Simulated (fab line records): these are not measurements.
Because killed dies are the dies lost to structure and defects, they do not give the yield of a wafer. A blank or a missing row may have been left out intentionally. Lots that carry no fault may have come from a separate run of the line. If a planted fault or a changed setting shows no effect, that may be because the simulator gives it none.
Problem report, 8D (eight disciplines) form, completed by code	flow sky130	the parts of the form that need people (team, actions taken, sign-off) are left out

## 1. WHAT IS WRONG
VIA3_HDPCVD_THK at SKY_VIA3_THK_MEAS_01 reads a mean of 1709 nm on 1 wafer of 1 lot; wafers without a fault read 1632 nm with a standard deviation of 15. Relative to the usual mean, that is a shift of +5.1 standard deviations.
Seen first at day 40 12:09 on filmMetro-03, wafer L708.5. The record holds 35 wafers of 12 lots with a number at this step. By rule, "out" or "out of limits" means more than 4 standard deviations away from the usual mean. The rest of the wafers with a number are treated as sound.

## 2. WHAT THIS IS AND IS NOT
question	is	is not
which readings at this step	VIA3_HDPCVD_THK	-
which lots	L708	L702, L703, L704, L705, L706, L718, L720, L722, L723, L724, L725
which wafers of those lots	L708.5	L708.3
read on which gauges	filmMetro-03	filmMetro-02, filmMetro-04
when	from day 40 12:09	up to then (16 sound wafers); but 18 sound wafers of L718, L720, L722, L723, L724, L725 came after

## 3. SUSPECTS, AND WHAT RULES EACH OUT
Counting: any tool at a process step up to the reading remains a suspect provided it ran every lot that is out. Sound lots after the first of them don't rule it out here, since some wafers of a struck lot are sound.
- the gauge at SKY_VIA3_THK_MEAS_01: ruled out. All the wafers that are out were read on filmMetro-03, but those of them that SKY_VIA3_HDPCVD_00 has rows for are out there too, on other tools.
- rieDiel-03 at SKY_METAL3_ETCH_17 (etches SiO2 in C4F8/O2/Ar, stops on TiN, time 3.9 s, target depth 15 nm): kept. It processed L708, the lot that is out, at day 40 11:10, and its most recent sound lot before then was L706 at day 40 00:02.
- hdpcvd-01 at SKY_VIA3_HDPCVD_00 (deposits SiO2, target thk 1635 nm, time 272.5 s): kept. It processed L708, the lot that is out, at day 40 11:58, and its most recent sound lot before then was L705 at day 40 01:05. On those wafers its own readings are out: runLengthS.
- Within hdpcvd-01 at SKY_VIA3_HDPCVD_00: the wafers that are out ran in chamber 0; their sound lot-mates ran in chamber 2.
What counting leaves: rieDiel-03 at SKY_METAL3_ETCH_17 and hdpcvd-01 at SKY_VIA3_HDPCVD_00.

## 4. THE CAUSE (what the simulator had put in)
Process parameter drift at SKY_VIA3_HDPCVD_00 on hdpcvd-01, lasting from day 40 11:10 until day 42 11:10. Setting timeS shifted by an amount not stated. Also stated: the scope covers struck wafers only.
This tool is one of the 2 suspects left after counting.

## 5. THE EFFECT CHAIN, in route order
Each row: a reading whose mean over the struck wafers that have a number lies more than 3 standard deviations from the usual. Only readings for which the record gives a usual standard deviation are gone through. hours: the time from each lot's start at the first step in this table that gives one to its start at this step, as a median over the lots. sigmas: the change in usual standard deviations.
hours	step	reading	usual	on struck wafers	change	sigmas
0	SKY_VIA3_HDPCVD_00	runLengthS	300.3 s	309.5	+9.2	+17
0	SKY_VIA3_THK_MEAS_01	VIA3_HDPCVD_THK	1632 nm	1709	+77	+5.1
The process steps in it:
- SKY_VIA3_HDPCVD_00: deposits SiO2, target thk 1635 nm, time 272.5 s.
Later measuring or inspecting steps at which every struck wafer that the step has a row for has a number for every such reading, and none has moved that far: SKY_VIA3_BOW_MEAS_03, SKY_VIA3_OVL_MEAS_13.

## 6. HOW IT WOULD HAVE BEEN CAUGHT EARLIER
In this record the first reading out of limits at a measuring or inspecting step was taken at day 40 12:09, 1 hour after the fault began at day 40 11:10.
At SKY_VIA3_HDPCVD_00, the tool's own readings (runLengthS) were out on each struck wafer the step has a row for, so an alarm limit on them would have fired on the first such wafer.
Lots out: 1; all had begun SKY_VIA3_HDPCVD_00 on hdpcvd-01 by day 40 12:09. Had the tool been put on hold then, not one of them would have been saved.
